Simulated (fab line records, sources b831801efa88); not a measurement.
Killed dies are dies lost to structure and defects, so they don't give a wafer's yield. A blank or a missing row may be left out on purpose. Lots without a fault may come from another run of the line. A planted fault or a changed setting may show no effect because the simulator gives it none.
Which tool did it? | flow sky130 | 13 lots, 39 wafers sampled, at 5 steps of a route of 708

WHAT THE GAUGES READ, wafer by wafer
SKY_METAL1_CD_MEAS_15: target cd 140 nm. Usual: cd_nm 140.1 nm, standard deviation 1.4.
lot  | measured     | on        | cd_nm (nm)        | flag
L120 | day 32 20:33 | cd_sem-01 | 141.6 140.5 141.2 |
L121 | day 33 06:26 | cd_sem-01 | 140.6 141.4 140.8 |
L122 | day 33 15:50 | cd_sem-02 | 140.7 141.6 140.5 |
L123 | day 33 22:41 | cd_sem-02 | 137.4 139.6 138.3 |
L124 | day 34 10:08 | cd_sem-02 | 137.2 138.8 138.7 |
L125 | day 34 23:49 | cd_sem-02 | 143.6 141.9 141.7 |
L127 | day 35 01:44 | cd_sem-01 | 139.7 139.9 139.5 |
L128 | day 36 09:40 | cd_sem-01 | 142.4 141.9 140.2 |
L130 | day 36 11:49 | cd_sem-02 | 142.2 141.9 141.9 |
L131 | day 36 16:29 | cd_sem-02 | 139.4 139.8 139.7 |
L137 | day 38 08:11 | cd_sem-01 | 140.5 139.2 139.8 |
L142 | day 39 23:03 | cd_sem-02 | 140.0 140.2 138.3 |
L143 | day 39 23:44 | cd_sem-01 | 140.3 139.4 140.5 |

SKY_VIA1_CD_MEAS_12: target cd 150 nm. Usual: cd_nm 150.0 nm, standard deviation 1.4.
lot  | measured     | on        | cd_nm (nm)        | flag
L120 | day 34 01:37 | cd_sem-02 | 148.5 150.5 149.5 |
L121 | day 34 10:41 | cd_sem-01 | 150.6 152.2 151.4 |
L122 | day 34 19:47 | cd_sem-01 | 151.3 150.8 151.3 |
L123 | day 35 02:59 | cd_sem-02 | 149.3 149.2 148.0 |
L124 | day 35 13:56 | cd_sem-01 | 151.0 151.4 149.3 |
L125 | day 36 03:05 | cd_sem-01 | 149.1 151.2 149.6 |
L127 | day 36 05:54 | cd_sem-01 | 150.4 150.6 150.2 |
L128 | day 37 12:59 | cd_sem-01 | 152.1 152.4 150.3 |
L130 | day 37 15:59 | cd_sem-01 | 150.2 149.4 150.3 |
L131 | day 37 20:14 | cd_sem-02 | 149.1 148.4 147.6 |
L137 | day 39 10:26 | cd_sem-02 | 154.0 151.1 150.8 |
L142 | day 41 01:15 | cd_sem-02 | 149.7 151.1 148.6 |
L143 | day 41 02:25 | cd_sem-02 | 149.1 148.1 147.0 |

SKY_METAL2_OVL_MEAS_16. Usual: METAL2_OVL 2 nm, standard deviation 4.7.
lot  | measured     | on         | METAL2_OVL (nm) | flag
L120 | day 35 06:47 | overlay-02 | 8 5 6           |
L121 | day 35 15:26 | overlay-01 | -2 -3 -6        |
L122 | day 35 23:57 | overlay-01 | 7 5 5           |
L123 | day 36 07:37 | overlay-01 | 8 3 6           |
L124 | day 36 19:07 | overlay-01 | 2 1 3           |
L125 | day 37 07:27 | overlay-01 | 4 10 7          |
L127 | day 37 10:07 | overlay-02 | 9 11 10         |
L128 | day 38 16:01 | overlay-01 | 7 7 2           |
L130 | day 38 19:16 | overlay-01 | 6 5 2           |
L131 | day 38 23:53 | overlay-01 | 7 3 0           |
L137 | day 40 12:55 | overlay-02 | -2 5 1          |
L142 | day 42 02:54 | overlay-02 | 7 5 -3          |
L143 | day 42 04:11 | overlay-02 | 1 6 4           |

SKY_VIA2_THK_MEAS_01. Usual: VIA2_HDPCVD_THK 1176 nm, standard deviation 14.
lot  | measured     | on            | VIA2_HDPCVD_THK (nm) | flag
L120 | day 35 07:44 | film_metro-02 | 1187 1178 1186       |
L121 | day 35 16:23 | film_metro-04 | 1192 1201 1177       |
L122 | day 36 00:54 | film_metro-02 | 1196 1183 1178       |
L123 | day 36 09:04 | film_metro-02 | 1183 1182 1182       |
L124 | day 36 20:10 | film_metro-02 | 1168 1164 1177       |
L125 | day 37 08:23 | film_metro-02 | 1186 1189 1196       |
L127 | day 37 11:05 | film_metro-02 | 1181 1204 1172       |
L128 | day 38 16:57 | film_metro-04 | 1177 1169 1164       |
L130 | day 38 20:29 | film_metro-01 | 2335 2326 2366       | OFF
L131 | day 39 00:50 | film_metro-01 | 1185 1170 1196       |
L137 | day 40 14:11 | film_metro-01 | 2310 2358 2300       | OFF
L142 | day 42 03:59 | film_metro-04 | 1186 1161 1182       |
L143 | day 42 05:11 | film_metro-02 | 1152 1158 1157       |

WHICH TOOL RAN EACH LOT (tool, then ch and the chambers of the sampled wafers, then the start)
lot  | SKY_VIA2_HDPCVD_00
L120 | hdpcvd-02 ch 0,1,2, day 35 07:37
L121 | hdpcvd-01 ch 0,1,2, day 35 16:15
L122 | hdpcvd-01 ch 0,2, day 36 00:46
L123 | hdpcvd-01 ch 0,2, day 36 08:56
L124 | hdpcvd-02 ch 0,1,2, day 36 20:04
L125 | hdpcvd-01 ch 0,1,2, day 37 08:16
L127 | hdpcvd-01 ch 0,2, day 37 10:57
L128 | hdpcvd-01 ch 1,2, day 38 16:49
L130 | hdpcvd-01 ch 0,1,2, day 38 20:04
L131 | hdpcvd-01 ch 0,1,2, day 39 00:42
L137 | hdpcvd-01 ch 0,1, day 40 13:46
L142 | hdpcvd-02 ch 0,1,2, day 42 03:51
L143 | hdpcvd-01 ch 0,2, day 42 05:00
- SKY_VIA2_HDPCVD_00: deposits SiO2, target thk 1180 nm, time 196.7 s.

WHAT THE TOOLS THEMSELVES READ (means of the sampled wafers that have a number; where no wafer has one, the mark that the record gives instead)
The record holds no such reading with a usual standard deviation.

THE ANSWER, worked out from the rows above alone
Rule: a lot is off if the mean of its wafers that have a number lies more than 3 standard deviations from the usual mean. A lot without any number at a reading at which 4 lots or more have one is off too. The other lots that the step has rows for count as sound. The gauges are gone through in route order, then the tools' own readings, and for those a lot's mean is taken as printed above. The first step at which some lot is off is used, and at that step the reading that is off furthest; a lot without a number counts as furthest.
Off: L130, L137, at SKY_VIA2_THK_MEAS_01 (VIA2_HDPCVD_THK).
A tool fits if, at a process step before that reading, it ran every lot that is off, and no sound lot after the first of them. The gauges at SKY_VIA2_THK_MEAS_01 are tried like those tools. None of those tried fits.

WHAT THE SIMULATOR HAD PUT IN
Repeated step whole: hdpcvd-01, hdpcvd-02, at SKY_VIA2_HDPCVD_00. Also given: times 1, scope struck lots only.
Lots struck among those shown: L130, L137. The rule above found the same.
